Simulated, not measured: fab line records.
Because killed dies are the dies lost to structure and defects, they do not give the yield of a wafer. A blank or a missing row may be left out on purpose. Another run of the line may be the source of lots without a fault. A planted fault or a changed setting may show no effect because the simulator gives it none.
Which of the tools did it? -- flow sky130 -- 12 lots with 36 wafers sampled at 2 steps, on a route of 708 steps

## WHAT EACH GAUGE READ, for each wafer
SKY_LI_CONTACT_RS_MEAS_22: a four-point-probe measurement.
lot,measured,on,LI_CONTACT_W_RS (ohm/sq)
L350,day 29 08:14,filmMetro-04,0.279 0.279 0.278
L351,day 29 19:51,filmMetro-01,0.282 0.279 0.280
L353,day 30 20:01,filmMetro-01,0.282 0.281 0.285
L354,day 31 01:49,filmMetro-04,0.280 0.280 0.281
L359,day 32 17:49,filmMetro-03,0.281 0.286 0.283
L361,day 33 04:52,filmMetro-01,0.276 0.280 0.279
L360,day 33 05:37,filmMetro-03,0.282 0.280 0.281
L362,day 33 11:38,filmMetro-01,0.282 0.280 0.280
L363,day 33 17:28,filmMetro-04,0.281 0.273 0.277
L365,day 34 05:29,filmMetro-03,0.287 0.288 0.281
L366,day 34 20:19,filmMetro-01,0.283 0.286 0.284
L370,day 35 23:40,filmMetro-04,0.281 0.278 0.279

## WHICH TOOL RAN EACH LOT (tool, then ch and the chambers of the sampled wafers, then the start)
lot,SKY_LI_CONTACT_SPUTTER_20
L350,"pvdSputter-03, day 29 08:02"
L351,"pvdSputter-04, day 29 19:37"
L353,"pvdSputter-04, day 30 19:50"
L354,"pvdSputter-01, day 31 01:36"
L359,"pvdSputter-04, day 32 17:36"
L361,"pvdSputter-03, day 33 04:41"
L360,"pvdSputter-03, day 33 05:23"
L362,"pvdSputter-04, day 33 11:26"
L363,"pvdSputter-04, day 33 17:15"
L365,"pvdSputter-04, day 34 05:17"
L366,"pvdSputter-03, day 34 20:05"
L370,"pvdSputter-01, day 35 23:26"
- SKY_LI_CONTACT_SPUTTER_20: material TiN, target thk 20 nm, time 80 s.

## WHAT THE TOOLS THEMSELVES READ (means of the sampled wafers that have a number; where no wafer has one, the mark that the record gives instead)
SKY_LI_CONTACT_SPUTTER_20.
lot,tool,chamberPressurePa (Pa),throttleValvePct (%)
L350,pvdSputter-03,5.001,29.9
L351,pvdSputter-04,5.002,30.3
L353,pvdSputter-04,5.004,30.0
L354,pvdSputter-01,5.007,30.7
L359,pvdSputter-04,5.004,30.3
L361,pvdSputter-03,5.003,30.3
L360,pvdSputter-03,4.997,30.4
L362,pvdSputter-04,5.071,30.5
L363,pvdSputter-04,5.082,30.2
L365,pvdSputter-04,5.075,30.2
L366,pvdSputter-03,4.990,29.0
L370,pvdSputter-01,5.005,30.8

## THE ANSWER, worked out from the rows above alone
Rule: the usual values come from the lots themselves. The widest of any qualifying gaps counts: lots, ordered by their means at a reading, are off when they make up no more than a third of the lots, leave a main group of 4 or more, and stand apart from it by 3 or more times the standard deviation of that group's means. The tables above print the reading to a certain number of digits; a main group whose means all agree to those digits is not used. Also off: a lot with no number at a reading for which 4 or more lots have one. Any other lot the step has rows for is counted as sound. First the gauges in route order, then the tools' own readings, where a lot's mean is used as printed above. At the first step where some lot is off, the reading lying furthest off is the one used; lots without a number count as furthest.
Off at SKY_LI_CONTACT_SPUTTER_20 (chamberPressurePa): L362, L363, L365. The main group has a mean of 5.001 Pa with a standard deviation of 0.0048.
If a tool, at that step or one of the process steps before it, ran each lot that is off and ran no sound lot following the first of them, it fits. One fits: pvdSputter-04 at SKY_LI_CONTACT_SPUTTER_20. A fault onset in the window from L359 (day 32 17:36, its last sound lot) to L362 (day 33 11:26, its first lot off) fits.
The tool's own readings at SKY_LI_CONTACT_SPUTTER_20 bear it out: on the lots that are off they differ by more than 5 times the standard deviation of the sound lots' means. chamberPressurePa reads 5.076 Pa there against 5.001 Pa on the sound lots.

## WHAT THE SIMULATOR HAD INSERTED
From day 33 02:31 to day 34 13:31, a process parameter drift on pvdSputter-04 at SKY_LI_CONTACT_SPUTTER_20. Setting chamberPressurePa shifted by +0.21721 from 5. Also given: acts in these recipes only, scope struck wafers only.
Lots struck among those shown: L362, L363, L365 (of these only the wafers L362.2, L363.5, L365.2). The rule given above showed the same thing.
